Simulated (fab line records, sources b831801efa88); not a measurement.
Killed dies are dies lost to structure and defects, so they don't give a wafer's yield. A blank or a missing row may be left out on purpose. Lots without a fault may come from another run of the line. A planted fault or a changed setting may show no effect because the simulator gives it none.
Split-lot experiment | flow sfq_line | 5 lots, 23 wafers read, on a route of 325 steps

THE SPLIT
At SFQ_TRILAYER_M3_LITHO_COAT_075 (resist thk 600 nm), the setting resist_thk_nm was moved away from the recipe's 600 nm on 6 of the 23 wafers read, by -5.6% to -5.3%. The other wafers ran this setting at the recipe's value.

The reading is taken at the split's own step.

THE READING
KrF_of_TRILAYER_M3_LITHO_COAT_075.thk_nm (the simulator's own value, which no gauge read), in nm, at SFQ_TRILAYER_M3_LITHO_COAT_075 (resist thk 600 nm). The file gives no usual value for it. The 17 wafers here that ran the recipe average 600.2 nm, standard deviation 1.9 nm.

wafer  | tool, chamber at the split | resist_thk_nm as run, nm | against the recipe | KrF_of_TRILAYER_M3_LITHO_COAT_075.thk_nm, nm | against lot-mates on the recipe
L074.3 | litho_track-01, 0          | 600                      | recipe             | 597.7                                        | -
L074.4 | litho_track-01, 0          | 600                      | recipe             | 598                                          | -
L074.5 | litho_track-01, 0          | 600                      | recipe             | 598.4                                        | -
L078.1 | litho_track-03, 0          | 566.4                    | -5.6%              | 565                                          | -32.0
L078.2 | litho_track-03, 0          | 566.4                    | -5.6%              | 563.3                                        | -33.7
L078.4 | litho_track-03, 0          | 566.4                    | -5.6%              | 563.6                                        | -33.4
L078.5 | litho_track-03, 0          | 600                      | recipe             | 596.2                                        | -
L078.6 | litho_track-03, 0          | 600                      | recipe             | 597.7                                        | -
L079.1 | litho_track-02, 0          | 568.4                    | -5.3%              | 571.2                                        | -30.4
L079.2 | litho_track-02, 0          | 600                      | recipe             | 601.5                                        | -
L079.3 | litho_track-02, 0          | 600                      | recipe             | 601.8                                        | -
L079.4 | litho_track-02, 0          | 568.4                    | -5.3%              | 571.8                                        | -29.9
L079.6 | litho_track-02, 0          | 568.4                    | -5.3%              | 571.9                                        | -29.8
L083.1 | litho_track-02, 0          | 600                      | recipe             | 601.4                                        | -
L083.2 | litho_track-02, 0          | 600                      | recipe             | 600.4                                        | -
L083.4 | litho_track-02, 0          | 600                      | recipe             | 601.8                                        | -
L083.5 | litho_track-02, 0          | 600                      | recipe             | 603                                          | -
L083.6 | litho_track-02, 0          | 600                      | recipe             | 600.1                                        | -
L084.1 | litho_track-03, 0          | 600                      | recipe             | 601.6                                        | -
L084.2 | litho_track-03, 0          | 600                      | recipe             | 600.1                                        | -
L084.3 | litho_track-03, 0          | 600                      | recipe             | 601.1                                        | -
L084.4 | litho_track-03, 0          | 600                      | recipe             | 602.3                                        | -
L084.5 | litho_track-03, 0          | 600                      | recipe             | 600.9                                        | -

THE FIT
A straight line over all 23 wafers: KrF_of_TRILAYER_M3_LITHO_COAT_075.thk_nm changes by +5.99 nm for each +1% of resist_thk_nm; r = +0.99; the points scatter about the line by 2.3 nm.
The same after taking each lot's own level away (the mean of its wafers on the recipe; 23 wafers): +5.8 nm for each +1%; r = +1.00; scatter 0.79 nm.
On that fit, the largest move of resist_thk_nm shifts the reading by 32 nm.
The lots' own levels span 596.95 to 601.65 nm, that is 2.5 times the standard deviation above.
So the lot-to-lot level changes the slope little: the two slopes agree.
Check: with one of the wafers moved furthest among these (-5.6%) left out of the fit, the line predicts -32.6 nm for it against its lot-mates. It came out at -32 nm against them.

OTHER SPLITS ON THESE WAFERS
These wafers also went through other splits before the reading. Each is held against what the fit with the lots' levels taken away leaves over:
other split on the same wafers               | wafers away from the commonest value | r with KrF_of_TRILAYER_M3_LITHO_COAT_075.thk_nm (lot level and that fit taken away)
SFQ_TRILAYER_I1_VIA_LITHO_EXPOSE_050 dose_mj | 11                                   | +0.45
SFQ_TRILAYER_M2_DEP_SPUTTER_055 power_w      | 9                                    | -0.04
SFQ_TRILAYER_M2_LITHO_EXPOSE_058 dose_mj     | 11                                   | +0.35
SFQ_TRILAYER_I2_DEP_PECVD_063 time_s         | 9                                    | +0.02
SFQ_TRILAYER_I2_VIA_LITHO_COAT_067 spin_rpm  | 9                                    | -0.19

THE FILE'S OWN FIT
KrF_of_TRILAYER_M3_LITHO_COAT_075.thk_nm changes by +5.8 nm for each +1% of resist_thk_nm, r = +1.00.
